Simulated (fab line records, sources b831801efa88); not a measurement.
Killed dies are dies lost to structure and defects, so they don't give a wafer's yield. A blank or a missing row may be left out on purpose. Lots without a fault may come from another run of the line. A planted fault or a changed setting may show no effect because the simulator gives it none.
fab line records | flow sky130
record lots=6 wafers=18 last_day=51
route steps=708 shown LDD_HVP@279 LDD_LDN@289 SPACER@304 POLY_CUT@307 SD_P@320 RES_XHIGH@341 PAD_OPEN@708
lots that met no fault: from a run of the same line without faults
start_h: hours from the record's first day to the start of the lot's first wafer shown | wait_h: hours since the lot's step before | " the same as in the row above | L1.1+2: a row that stands for several wafers | - no value, or no start given | * or withheld: withheld | < > ~ a bound
route shown NAME@n: a module of which the file shows steps, and the number in the route of the first | usual: mean/standard deviation of fault-free wafers | same: alike in all rows | chamber/n: place in a boat | sites: the reading at each site | _std_site: their standard deviation | _edge_site: outer sites' mean less inner sites' | radius_mm: how far each site lies from the wafer's centre | mask NAME#n: copy n | behind: the tool/chamber that last shaped the wafer | hold: why the lot was held/for how many hours/how that ended | device: the transistor (n, p or np) that didn't switch | end of line: the same wafers' tests at the end of the route | a step without rows: its recipe alone | killed: dies lost to structure and defects at the first sort, not the wafer's yield | map: a wafer's dies, x killed, . not, _ none there
set.NAME: the setting as run; set.NAME@STEP: as run at that earlier step | model.NAME: the simulator's own value behind a step, which no gauge read
lots at some steps of the route; a table a step, a row a wafer
services: from which hour (start_h, from the record's first day; less than 0 if before it) a tool's chamber was out of use, for how many hours, and why
## steps
# step SKY_LDD_HVP_HMDS_01
# recipe prime_time_s=60 prime_temp_c=120
# step SKY_LDD_HVP_COAT_02
# recipe resist=NOVOLAK spin_rpm=3000 resist_thk_nm=300
# step SKY_LDD_HVP_SOFTBAKE_03
# recipe temp_c=90 time_s=60 resist=NOVOLAK
# step SKY_LDD_HVP_EXPOSE_04
# recipe mask_id=HVPTM na=0.6 source_shape=conventional sigma_outer=0.6 polarization=unpolarized target_cd_nm=700 dose_mj=86
# step SKY_LDD_HVP_PEB_05
# recipe temp_c=withheld time_s=* resist=NOVOLAK
# step SKY_LDD_HVP_DEVELOP_06
# recipe resist=NOVOLAK developer=TMAH develop_time_s=60 dev_temp_c=23
# step SKY_LDD_HVP_OVL_MEAS_07
# usual LDD_HVP_OVL=0.3/1.4
# columns lot.wafer tool chamber start_h wait_h LDD_HVP_OVL[nm]
L551.1 overlay-02 - 514.52 0.1 0.2
L551.5 " - " " 0.9
L551.6 " - " " 2.0
L555.1 overlay-02 - 549.61 0.1 -1.8
L555.2 " - " " -1.7
L555.6 " - " " -2.6
L571.2 overlay-02 - 675.67 0.1 0.1
L571.3 " - " " -1.7
L571.5 " - " " -1.6
L572.2 overlay-02 - 682.41 0.1 1.7
L572.3 " - " " 3.3
L572.5 " - " " -0.1
L573.2 overlay-01 - 695.94 0.1 0.0
L573.4 " - " " 1.1
L573.6 " - " " 0.9
L574.1 overlay-01 - 704.34 0.1 0.9
L574.3 " - " " -0.4
L574.5 " - " " 2.1
# step SKY_LDD_HVP_IMPLANT_08
# recipe species=B energy_kev=20.36 dose_cm2=1.7e+13 tilt_deg=17.9
# step SKY_LDD_HVP_STRIP_09
# recipe chemistry=O2/N2 power_w=1400 pressure_mtorr=1500 platen_temp_c=withheld o2_flow_sccm=3000 n2_flow_sccm=300 overash_fraction=0.5
# usual drypump_motor_current_A=5.61/0.29 oes_product_au=0.409/0.0043 strip_time_to_endpoint_s=4.139/0.014
# columns lot.wafer tool chamber start_h wait_h drypump_motor_current_A oes_product_au rf_hours_counter_h strip_time_to_endpoint_s
L551.1 plasma_asher-03 1 514.70 0.1 5.60 0.411 37 4.141
L551.5 " 0 " " 5.31 0.410 - 4.143
L551.6 " 1 " " 5.60 0.406 - 4.138
L555.1 plasma_asher-01 1 549.79 0.1 5.77 0.411 85 4.157
L555.2 " 0 " " 5.99 0.413 85 4.157
L555.6 " 0 " " 5.98 0.410 - 4.142
L571.2 plasma_asher-03 1 675.85 0.1 5.61 0.408 54 4.143
L571.3 " 0 " " 5.32 0.404 - 4.136
L571.5 " 0 " " 5.35 0.409 - 4.149
L572.2 plasma_asher-04 1 682.59 0.1 5.83 0.413 23 4.126
L572.3 " 0 " " 5.19 0.401 - 4.107
L572.5 " 0 " " 5.16 0.407 - 4.123
L573.2 plasma_asher-03 1 696.12 0.1 5.57 0.412 55 4.150
L573.4 " 0 " " 5.33 0.403 - 4.146
L573.6 " 1 " " 5.61 0.408 - 4.139
L574.1 plasma_asher-04 1 704.52 0.1 5.86 0.410 25 4.137
L574.3 " 0 " " 5.15 0.405 - 4.126
L574.5 " 0 " " 5.18 0.410 - 4.135
# step SKY_LDD_HVP_TW_MEAS_10
# usual LDD_HVP_TW=454/3.1
# columns lot.wafer tool chamber start_h wait_h LDD_HVP_TW
L551.1 film_metro-03 - 514.80 0.1 457
L551.5 " - " " 456
L551.6 " - " " 459
L555.1 film_metro-03 - 549.89 0.1 455
L555.2 " - " " 456
L555.6 " - " " 457
L571.2 film_metro-01 - 675.96 0.1 457
L571.3 " - " " 457
L571.5 " - " " 457
L572.2 film_metro-03 - 682.70 0.1 456
L572.3 " - " " 455
L572.5 " - " " 457
L573.2 film_metro-02 - 696.23 0.1 452
L573.4 " - " " 449
L573.6 " - " " 449
L574.1 film_metro-03 - 704.62 0.1 450
L574.3 " - " " 454
L574.5 " - " " 454
# step SKY_LDD_LDN_DEHYDRATE_00
# recipe temp_c=200 time_s=60
# step SKY_LDD_LDN_HMDS_01
# recipe prime_time_s=60 prime_temp_c=120
# step SKY_LDD_LDN_COAT_02
# recipe resist=NOVOLAK spin_rpm=3000 resist_thk_nm=1140
# usual chill_plate_temp_C=22.99/0.1 dispense_pressure_kPa=48/3.5 spin_speed_rpm=2999.8/1.9
# columns lot.wafer tool chamber start_h wait_h chill_plate_temp_C dispense_pressure_kPa spin_speed_rpm
L551.1 litho_track-03 0 529.71 0.1 23.07 45 2999.6
L551.5 " 0 " " 23.14 45 2997.4
L551.6 " 0 " " 23.06 45 2997.6
L555.1 litho_track-04 0 564.46 0.1 22.91 51 3001.9
L555.2 " 0 " " 23.17 51 2999.4
L555.6 " 0 " " 23.05 51 2998.2
L571.2 litho_track-04 - 690.38 0.1 - - -
L571.3 " - " " - - -
L571.5 " - " " - - -
L572.2 litho_track-04 - 696.98 0.1 - - -
L572.3 " - " " - - -
L572.5 " - " " - - -
L573.2 litho_track-02 0 709.54 0.1 23.00 44 3002.5
L573.4 " 0 " " 22.91 44 3003.2
L573.6 " 0 " " 22.99 44 2998.0
L574.1 litho_track-04 0 718.31 0.1 23.00 51 2996.1
L574.3 " 0 " " 22.99 51 2997.3
L574.5 " 0 " " 23.02 51 2996.9
# step SKY_LDD_LDN_SOFTBAKE_03
# recipe temp_c=90 time_s=60 resist=NOVOLAK
# step SKY_LDD_LDN_EXPOSE_04
# recipe mask_id=LDNTM na=0.6 source_shape=conventional sigma_outer=0.6 polarization=unpolarized target_cd_nm=700 dose_mj=140
# step SKY_LDD_LDN_PEB_05
# recipe temp_c=withheld time_s=* resist=NOVOLAK
# step SKY_LDD_LDN_DEVELOP_06
# recipe resist=NOVOLAK developer=TMAH develop_time_s=60 dev_temp_c=23
# step SKY_LDD_LDN_OVL_MEAS_07
# usual LDD_LDN_OVL=-0.1/1.3
# columns lot.wafer tool chamber start_h wait_h LDD_LDN_OVL[nm]
L551.1 overlay-01 - 545.21 0.1 0.8
L551.5 " - " " -1.0
L551.6 " - " " 0.0
L555.1 overlay-02 - 579.06 0.1 -0.5
L555.2 " - " " -1.7
L555.6 " - " " -0.1
L571.2 overlay-02 - 704.21 0.1 -
L571.3 " - " " -
L571.5 " - " " -
L572.2 overlay-02 - 710.86 0.1 -
L572.3 " - " " -
L572.5 " - " " -
L573.2 overlay-02 - 724.07 0.1 0.1
L573.4 " - " " 0.7
L573.6 " - " " -0.5
L574.1 overlay-01 - 732.97 0.1 1.2
L574.3 " - " " 1.4
L574.5 " - " " 0.7
# step SKY_LDD_LDN_IMPLANT_08
# recipe species=As energy_kev=15 dose_cm2=1.25e+13 tilt_deg=withheld rotation_deg=23
# step SKY_LDD_LDN_IMPLANT_09
# recipe species=As energy_kev=15 dose_cm2=1.24e+13 tilt_deg=withheld rotation_deg=113
# step SKY_LDD_LDN_IMPLANT_10
# recipe species=As energy_kev=15 dose_cm2=1.25e+13 tilt_deg=withheld rotation_deg=203
# step SKY_LDD_LDN_IMPLANT_11
# recipe species=As energy_kev=15 dose_cm2=1.25e+13 tilt_deg=withheld rotation_deg=293
# step SKY_LDD_LDN_STRIP_12
# recipe chemistry=O2/N2 power_w=1400 pressure_mtorr=1500 platen_temp_c=withheld o2_flow_sccm=3000 n2_flow_sccm=300 overash_fraction=0.5
# usual drypump_motor_current_A=5.76/0.3 oes_product_au=0.715/0.0044 strip_time_to_endpoint_s=14.19/0.042
# columns lot.wafer tool chamber start_h wait_h drypump_motor_current_A oes_product_au rf_hours_counter_h strip_time_to_endpoint_s
L551.1 plasma_asher-02 1 545.84 0.1 5.62 0.718 74 14.20
L551.5 " 1 " " 5.60 0.719 - 14.15
L551.6 " 0 " " 6.17 0.714 - 14.15
L555.1 plasma_asher-04 0 579.69 0.1 5.17 0.713 14 14.17
L555.2 " 1 " " 5.87 0.717 14 14.13
L555.6 " 1 " " 5.85 0.719 - 14.16
L571.2 plasma_asher-02 0 704.84 0.1 6.10 - 88 -
L571.3 " 1 " " 5.59 - - -
L571.5 " 0 " " 6.06 - - -
L572.2 plasma_asher-04 0 711.49 0.1 5.15 - 26 -
L572.3 " 1 " " 5.86 - - -
L572.5 " 1 " " 5.85 - - -
L573.2 plasma_asher-04 1 724.70 0.1 5.83 0.713 27 14.22
L573.4 " 1 " " 5.83 0.710 - 14.14
L573.6 " 0 " " 5.18 0.710 - 14.18
L574.1 plasma_asher-02 1 733.60 0.1 5.60 0.722 91 14.15
L574.3 " 0 " " 6.09 0.717 - 14.16
L574.5 " 0 " " 6.07 0.709 - 14.18
# step SKY_LDD_LDN_TW_MEAS_13
# usual LDD_LDN_TW=1473/12
# columns lot.wafer tool chamber start_h wait_h LDD_LDN_TW
L551.1 film_metro-01 - 545.94 0.1 1465
L551.5 " - " " 1466
L551.6 " - " " 1478
L555.1 film_metro-04 - 579.79 0.1 1489
L555.2 " - " " 1486
L555.6 " - " " 1486
L571.2 film_metro-02 - 704.95 0.1 1456
L571.3 " - " " 1457
L571.5 " - " " 1457
L572.2 film_metro-01 - 711.60 0.1 1482
L572.3 " - " " 1481
L572.5 " - " " 1477
L573.2 film_metro-02 - 724.81 0.1 1468
L573.4 " - " " 1466
L573.6 " - " " 1460
L574.1 film_metro-04 - 733.70 0.1 1477
L574.3 " - " " 1478
L574.5 " - " " 1476
# step SKY_LDD_LDN_CLEAN_14
# recipe chemistry=SC1/SC2 mix=1:4:20 temp_c=70 time_s=150 dry=n2_spin
# step SKY_SPACER_CVD_00
# recipe material=Si3N4 precursor=DCS/NH3 target_thk_nm=43.1 temp_c=770 time_s=740 pressure_mtorr=250
# step SKY_SPACER_THK_MEAS_01
# recipe reads=Si3N4_of_SPACER_CVD_00
# usual SPACER_CVD_00_THK=43.1/0.37
# columns lot.wafer tool chamber start_h wait_h SPACER_CVD_00_THK[nm]
L551.1 film_metro-04 - 547.83 0.0 43.0
L551.5 " - " " 42.6
L551.6 " - " " 42.8
L555.1 film_metro-02 - 581.55 0.0 42.8
L555.2 " - " " 42.6
L555.6 " - " " 43.0
L571.2 film_metro-03 - 707.45 0.0 43.5
L571.3 " - " " 43.2
L571.5 " - " " 43.4
L572.2 film_metro-02 - 713.47 0.0 43.1
L572.3 " - " " 43.1
L572.5 " - " " 43.1
L573.2 film_metro-03 - 727.23 0.0 42.8
L573.4 " - " " 43.1
L573.6 " - " " 42.8
L574.1 film_metro-04 - 736.29 0.0 43.0
L574.3 " - " " 43.2
L574.5 " - " " 43.2
# step SKY_SPACER_ETCHBACK_02
# recipe chemistry=CH3F/O2 target=Si3N4 stop_on=SiO2 source_w=400 bias_w=80 pressure_mtorr=25 ch3f_flow_sccm=40 O2_flow_sccm=30 time_s=46.7 target_depth_a=450
# step SKY_POLY_CUT_DEHYDRATE_00
# recipe temp_c=200 time_s=60
# step SKY_POLY_CUT_HMDS_01
# recipe prime_time_s=60 prime_temp_c=120
# step SKY_POLY_CUT_COAT_02
# recipe resist=BARC temp_c=withheld time_s=withheld spin_rpm=3000 resist_thk_nm=60
# step SKY_POLY_CUT_COAT_03
# recipe resist=KrF-thick spin_rpm=3000 resist_thk_nm=450
# step SKY_POLY_CUT_SOFTBAKE_04
# recipe temp_c=100 time_s=90 resist=KrF-thick
# step SKY_POLY_CUT_EXPOSE_05
# recipe mask_id=NPCM na=0.8 source_shape=annular sigma_inner=0.55 sigma_outer=0.85 target_cd_nm=270 dose_mj=32
# step SKY_POLY_CUT_PEB_06
# recipe peb_temp_c=withheld peb_time_s=withheld resist=KrF-thick
# step SKY_POLY_CUT_DEVELOP_07
# recipe develop_time_s=60 resist=KrF-thick dev_temp_c=21
# step SKY_POLY_CUT_CD_MEAS_08
# recipe target_cd_nm=270
# usual cd_nm=269.7/1.8
# columns lot.wafer tool chamber start_h wait_h cd_nm
L551.1 cd_sem-02 - 577.59 - 270.8
L551.5 " - " " 271.2
L551.6 " - " " 270.4
L555.1 cd_sem-01 - 611.56 - 266.7
L555.2 " - " " 266.2
L555.6 " - " " 267.0
L571.2 cd_sem-02 - 735.43 - 270.8
L571.3 " - " " 271.3
L571.5 " - " " 271.0
L572.2 cd_sem-02 - 741.59 - 267.7
L572.3 " - " " 266.7
L572.5 " - " " 266.5
L573.2 cd_sem-01 - 754.61 - 268.6
L573.4 " - " " 268.7
L573.6 " - " " 266.3
L574.1 cd_sem-01 - 763.42 - 272.0
L574.3 " - " " 271.9
L574.5 " - " " 271.1
# step SKY_POLY_CUT_OVL_MEAS_09
# usual POLY_CUT_OVL=-2/5.9
# columns lot.wafer tool chamber start_h wait_h POLY_CUT_OVL[nm]
L551.1 overlay-02 - 577.71 0.1 -4
L551.5 " - " " -1
L551.6 " - " " -2
L555.1 overlay-01 - 611.68 0.1 0
L555.2 " - " " 2
L555.6 " - " " -4
L571.2 overlay-02 - 735.53 0.1 -7
L571.3 " - " " -5
L571.5 " - " " -4
L572.2 overlay-02 - 741.69 0.1 -4
L572.3 " - " " -3
L572.5 " - " " -6
L573.2 overlay-02 - 754.71 0.1 -6
L573.4 " - " " -8
L573.6 " - " " -6
L574.1 overlay-01 - 763.54 0.1 1
L574.3 " - " " -8
L574.5 " - " " 1
# step SKY_POLY_CUT_ETCH_10
# recipe chemistry=N2/H2 target=BARC ion_energy_ev=200 source_w=500 bias_w=100 pressure_mtorr=30 n2_flow_sccm=100 h2_flow_sccm=200 stop_on=SiO2 time_s=45.9 target_depth_a=600
# usual drypump_motor_current_A=5.8/0.43 oes_product_au=0.854/0.0045 throttle_valve_pct=13.226/0.0089
# columns lot.wafer tool chamber start_h wait_h drypump_motor_current_A oes_product_au rf_hours_counter_h throttle_valve_pct
L551.1 rie_diel-01 2 577.74 0.0 6.7 0.853 2 13.210
L551.5 " 3 " " 5.7 0.856 - 13.235
L551.6 " 2 " " 6.7 0.862 - 13.211
L555.1 rie_diel-01 2 611.71 0.0 6.7 0.858 3 13.226
L555.2 " 3 " " 5.7 0.854 12 13.237
L555.6 " 3 " " 5.7 0.866 - 13.226
L571.2 rie_diel-02 1 735.56 0.0 5.1 0.850 9 13.224
L571.3 " 3 " " 5.4 0.858 7 13.211
L571.5 " 0 " " 5.6 0.855 - 13.226
L572.2 rie_diel-02 1 741.72 0.0 5.1 0.853 9 13.226
L572.3 " 0 " " 5.7 0.850 29 13.240
L572.5 " 0 " " 5.7 0.854 - 13.235
L573.2 rie_diel-02 0 754.74 0.0 5.6 0.861 29 13.213
L573.4 " 1 " " 5.1 0.861 9 13.230
L573.6 " 0 " " 5.6 0.853 - 13.228
L574.1 rie_diel-03 3 763.57 0.0 5.3 0.849 35 13.219
L574.3 " 0 " " 5.9 0.851 11 13.225
L574.5 " 0 " " 5.9 0.855 - 13.215
# step SKY_POLY_CUT_ETCH_11
# recipe target=Si3N4 chemistry=CF4/CH2F2/Ar stop_on=poly-Si source_w=600 bias_w=150 pressure_mtorr=40 cf4_flow_sccm=40 ch2f2_flow_sccm=20 Ar_flow_sccm=150 time_s=42.5 target_depth_a=600
# usual drypump_motor_current_A=5.8/0.42 oes_product_au=0.828/0.0061 throttle_valve_pct=14.997/0.009
# columns lot.wafer tool chamber start_h wait_h drypump_motor_current_A oes_product_au rf_hours_counter_h throttle_valve_pct
L551.1 rie_diel-01 2 577.78 0.0 6.7 0.837 2 14.989
L551.5 " 3 " " 5.7 0.838 - 14.988
L551.6 " 2 " " 6.6 0.835 - 15.003
L555.1 rie_diel-01 2 611.78 0.0 6.7 0.829 3 14.982
L555.2 " 3 " " 5.7 0.828 12 14.994
L555.6 " 3 " " 5.7 0.835 - 14.994
L571.2 rie_diel-02 1 735.61 0.0 5.1 0.823 9 14.987
L571.3 " 3 " " 5.3 0.827 7 14.989
L571.5 " 0 " " 5.7 0.833 - 15.006
L572.2 rie_diel-02 1 741.77 0.0 5.1 0.830 9 15.004
L572.3 " 0 " " 5.7 0.822 29 14.992
L572.5 " 0 " " 5.7 0.830 - 14.997
L573.2 rie_diel-02 0 754.79 0.0 5.6 0.830 29 14.999
L573.4 " 1 " " 5.1 0.824 9 15.003
L573.6 " 0 " " 5.6 0.832 - 15.001
L574.1 rie_diel-03 3 763.62 0.0 5.3 0.826 35 14.994
L574.3 " 0 " " 5.9 0.819 11 14.994
L574.5 " 0 " " 5.9 0.823 - 15.003
# step SKY_POLY_CUT_STRIP_12
# recipe chemistry=O2/N2 power_w=1400 pressure_mtorr=1500 platen_temp_c=withheld o2_flow_sccm=3000 n2_flow_sccm=300 overash_fraction=0.5
# usual drypump_motor_current_A=5.76/0.25 oes_product_au=0.452/0.0044 strip_time_to_endpoint_s=5.363/0.016
# columns lot.wafer tool chamber start_h wait_h drypump_motor_current_A oes_product_au rf_hours_counter_h strip_time_to_endpoint_s
L551.1 plasma_asher-01 1 577.82 0.0 5.79 0.457 89 5.370
L551.5 " 0 " " 5.99 0.449 - 5.368
L551.6 " 1 " " 5.81 0.453 - 5.359
L555.1 plasma_asher-02 0 611.84 0.0 6.08 0.452 79 5.375
L555.2 " 1 " " 5.59 0.458 79 5.375
L555.6 " 0 " " 6.09 0.459 - 5.368
L571.2 plasma_asher-02 1 735.65 0.0 5.61 0.448 91 5.372
L571.3 " 0 " " 6.04 0.450 - 5.367
L571.5 " 1 " " 5.60 0.452 - 5.371
L572.2 plasma_asher-03 0 741.81 0.0 5.31 0.449 60 5.377
L572.3 " 1 " " 5.59 0.451 - 5.372
L572.5 " 1 " " 5.58 0.459 - 5.367
L573.2 plasma_asher-02 0 754.83 0.0 6.14 0.455 93 5.378
L573.4 " 0 " " 6.08 0.456 - 5.378
L573.6 " 0 " " 6.07 0.446 - 5.397
L574.1 plasma_asher-03 1 763.66 0.0 5.59 0.456 63 5.347
L574.3 " 1 " " 5.58 0.453 - 5.363
L574.5 " 0 " " 5.33 0.455 - 5.340
# step SKY_SD_P_DEHYDRATE_00
# recipe temp_c=200 time_s=60
# step SKY_RES_XHIGH_TW_MEAS_09
# usual RES_XHIGH_TW=1631/12
# columns lot.wafer tool chamber start_h wait_h RES_XHIGH_TW
L551.1 film_metro-04 - 636.19 0.1 1638
L551.5 " - " " 1645
L551.6 " - " " 1640
L555.1 film_metro-04 - 670.79 0.1 1630
L555.2 " - " " 1637
L555.6 " - " " 1643
L571.2 film_metro-03 - 790.57 0.1 1904
L571.3 " - " " 1905
L571.5 " - " " 1901
L572.2 film_metro-03 - 796.40 0.1 1912
L572.3 " - " " 1907
L572.5 " - " " 1907
L573.2 film_metro-01 - 810.57 0.1 1617
L573.4 " - " " 1609
L573.6 " - " " 1619
L574.1 film_metro-01 - 818.71 0.1 1633
L574.3 " - " " 1630
L574.5 " - " " 1638
# step SKY_PAD_OPEN_PROBE_99
# columns lot.wafer tool chamber start_h wait_h model.etest.pfet_01v8.r_on_ohm_um model.etest.tip_p_5v.rs_ohm_sq model.etest.tip_n_5v.rs_ohm_sq model.etest.pfet_g5v0d10v5.r_on_ohm_um model.etest.pfet_01v8.drive_ua_um model.etest.pfet_01v8_hvt.drive_ua_um model.etest.tip_p_5v.rs_ohm_sq_range model.etest.sram_pfet_latch.drive_ua_um
L551.1 prober-01 - 1098.83 0.1 3063 2823 1401 4827 180.6 131.8 87.67 130
L551.5 prober-01 - 1099.03 0.2 3020 2847 1385 4770 182.3 136.8 97.06 133.9
L551.6 prober-01 - 1099.08 0.2 2954 2843 1382 4717 189.1 138.5 48 136.6
L555.1 prober-01 - 1127.78 0.1 3003 2876 1396 4864 182.1 135.9 45.53 135.1
L555.2 prober-01 - 1127.83 0.1 3014 2863 1402 4828 183.1 135.4 55.05 142.3
L555.6 prober-01 - 1128.03 0.2 2990 2844 1395 4877 184.5 137.3 113 139.1
L571.2 prober-02 - 1203.04 0.1 7044 6830 1000 4860 76.95 52.95 107.8 51.78
L571.3 prober-02 - 1203.09 0.2 7239 6749 989.8 4819 74.63 50.65 202.1 50.73
L571.5 prober-02 - 1203.19 0.2 7178 6779 993.2 4866 75.47 51.53 217.7 48.16
L572.2 prober-01 - 1207.43 0.1 1.104e+04 7315 1003 4996 48.93 29.92 156.1 30.06
L572.3 prober-01 - 1207.48 0.2 9874 7298 991.7 4999 54.07 34.15 114.2 33.96
L572.5 prober-01 - 1207.58 0.2 1.03e+04 7332 985.7 4944 51.64 33.35 202.6 35.64
L573.2 prober-02 - 1213.39 0.1 2959 2856 1440 4842 186.6 139.1 74.87 130.6
L573.4 prober-02 - 1213.49 0.2 2942 2838 1423 4840 188.4 137.1 69.39 142.1
L573.6 prober-02 - 1213.59 0.2 2983 2848 1416 4794 187.6 138.8 80.6 136.5
L574.1 prober-02 - 1217.88 0.1 3043 2865 1351 4839 181.7 134.5 73.11 132.2
L574.3 prober-02 - 1217.98 0.2 3081 2848 1348 4849 177 132.1 56.41 129.7
L574.5 prober-02 - 1218.08 0.2 3101 2864 1347 4930 176.9 131.4 63.91 129.5
# killed by level:class
L551.1 CONTACT:geometric_particle:open=12 VIA2:geometric_particle:open=11 VIA2:geometric_particle:short=6 METAL1:geometric_particle:short=6 VIA1:geometric_particle:open=6 LI_CONTACT:geometric_particle:open=5 VIA3:geometric_particle:open=5 FIELD_ISO:geometric_particle:short=4
L551.5 CONTACT:geometric_particle:open=11 VIA1:geometric_particle:open=11 POLY_GATE:geometric_particle:open=9 LI_CONTACT:geometric_particle:open=6 VIA2:geometric_particle:open=6 FIELD_ISO:geometric_particle:short=5 METAL2:geometric_particle:short=5 LI_CONTACT:geometric_particle:short=4
L551.6 VIA1:geometric_particle:open=10 FIELD_ISO:geometric_particle:open=9 VIA3:geometric_particle:open=8 FIELD_ISO:geometric_particle:short=7 VIA2:geometric_particle:open=6 POLY_GATE:geometric_particle:open=5 POLY_GATE:geometric_particle:short=4 VIA1:geometric_particle:short=4
L555.1 VIA1:geometric_particle:open=11 CONTACT:geometric_particle:open=8 LI_CONTACT:geometric_particle:open=6 LOCAL_INTERCONNECT:geometric_particle:short=5 VIA1:geometric_particle:short=5 VIA2:geometric_particle:short=5 VIA3:geometric_particle:open=5 FIELD_ISO:geometric_particle:short=4
L555.2 VIA1:geometric_particle:open=10 VIA2:geometric_particle:open=9 CONTACT:geometric_particle:open=7 METAL1:geometric_particle:short=7 VIA1:geometric_particle:short=6 FIELD_ISO:geometric_particle:short=5 LI_CONTACT:geometric_particle:open=4 LOCAL_INTERCONNECT:geometric_particle:short=4
L555.6 CONTACT:geometric_particle:open=11 VIA1:geometric_particle:open=7 LOCAL_INTERCONNECT:geometric_particle:short=6 POLY_GATE:geometric_particle:short=4 VIA3:geometric_particle:open=4 LI_CONTACT:geometric_particle:open=4 METAL1:geometric_particle:short=4 VIA1:geometric_particle:short=4
L573.2 LI_CONTACT:geometric_particle:open=7 VIA1:geometric_particle:short=6 CONTACT:geometric_particle:open=5 METAL4:geometric_particle:short=5 METAL2:geometric_particle:short=5 FIELD_ISO:geometric_particle:short=4 POLY_GATE:geometric_particle:open=4 VIA2:geometric_particle:open=4
L573.4 VIA1:geometric_particle:open=10 LI_CONTACT:geometric_particle:open=9 VIA3:geometric_particle:open=9 CONTACT:geometric_particle:open=8 METAL2:geometric_particle:short=5 METAL1:geometric_particle:short=5 POLY_GATE:geometric_particle:open=4 VIA1:geometric_particle:short=4
L573.6 CONTACT:geometric_particle:open=9 VIA1:geometric_particle:open=8 VIA2:geometric_particle:open=8 LI_CONTACT:geometric_particle:open=6 VIA1:geometric_particle:short=6 METAL1:geometric_particle:short=5 FIELD_ISO:geometric_particle:open=4 CONTACT:geometric_particle:short=4
L574.1 CONTACT:geometric_particle:open=12 VIA1:geometric_particle:open=11 CONTACT:geometric_particle:short=10 VIA2:geometric_particle:open=9 VIA3:geometric_particle:open=7 LI_CONTACT:geometric_particle:open=6 LOCAL_INTERCONNECT:geometric_particle:short=4 FIELD_ISO:geometric_particle:short=3
L574.3 CONTACT:geometric_particle:open=9 VIA2:geometric_particle:open=7 VIA3:geometric_particle:open=6 VIA1:geometric_particle:open=5 METAL1:geometric_particle:short=5 VIA1:geometric_particle:short=5 FIELD_ISO:geometric_particle:open=4 METAL2:geometric_particle:short=4
L574.5 FIELD_ISO:geometric_particle:short=8 VIA1:geometric_particle:open=8 CONTACT:geometric_particle:open=7 VIA3:geometric_particle:open=7 METAL1:geometric_particle:short=7 CONTACT:geometric_particle:short=6 LI_CONTACT:geometric_particle:open=5 METAL2:geometric_particle:short=5
## services
# columns tool chamber start_h hours kind
plasma_asher-04 - 501.05 6.6 repair
rie_diel-02 2 512.59 - clean
rie_diel-02 2 512.59 25.8 scheduled_down
rie_diel-02 1 535.31 17.8 repair
plasma_asher-04 - 548.09 2.8 pm
plasma_asher-03 - 557.30 4.6 repair
plasma_asher-02 - 560.83 20.5 repair
plasma_asher-04 - 561.97 4.4 repair
plasma_asher-04 - 589.83 4.6 repair
rie_diel-02 1 607.04 1.5 repair
rie_diel-01 1 610.47 16.4 repair
plasma_asher-04 - 613.68 8.3 repair
rie_diel-01 2 621.78 13.1 repair
rie_diel-02 3 633.27 2.1 repair
rie_diel-01 0 642.46 20.5 repair
plasma_asher-02 - 669.32 1.7 repair
rie_diel-02 - 677.13 1.3 repair
plasma_asher-04 - 694.38 2.0 repair
rie_diel-01 1 695.43 18.0 repair
plasma_asher-01 - 716.47 2.8 pm
rie_diel-01 2 724.37 16.2 repair
plasma_asher-01 - 733.67 12.8 repair
plasma_asher-01 - 746.46 9.0 pm
rie_diel-03 0 747.85 9.0 repair
## key
first_sign step=SKY_LDD_LDN_COAT_02 reading=tool_record direction=missing
effect step=SKY_LDD_LDN_OVL_MEAS_07 reading=LDD_LDN_OVL direction=missing
effect step=SKY_RES_XHIGH_TW_MEAS_09 reading=RES_XHIGH_TW direction=up sigmas=23 usual=1631 struck=1906
model_effect step=SKY_PAD_OPEN_PROBE_99 value=etest.pfet_01v8.r_on_ohm_um without=2909 struck=8778
met_at SKY_LDD_LDN_COAT_02
struck_wafers L571.2,L571.3,L571.5,L572.2,L572.3,L572.5
sort_left_out L571.2,L571.3,L571.5,L572.2,L572.3,L572.5
tester_left_out L571,L572
onset_between 564.46 690.38
fault kind=skipped_step_whole tool=litho_track-04 chamber=- onset_h=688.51 steps=SKY_LDD_LDN_COAT_02 scope=struck_lots_only
# tester_left_out: of these lots the tester's yield and bins aren't shown, on N5 and GAA mostly nor the transistor test; their killed dies are dies lost to structure and defects alone, not to doping, threshold or leakage, so they don't give the yield
# sort_left_out: the simulated sort isn't trusted on such a fault, so these wafers' sort isn't shown, and their yield isn't known
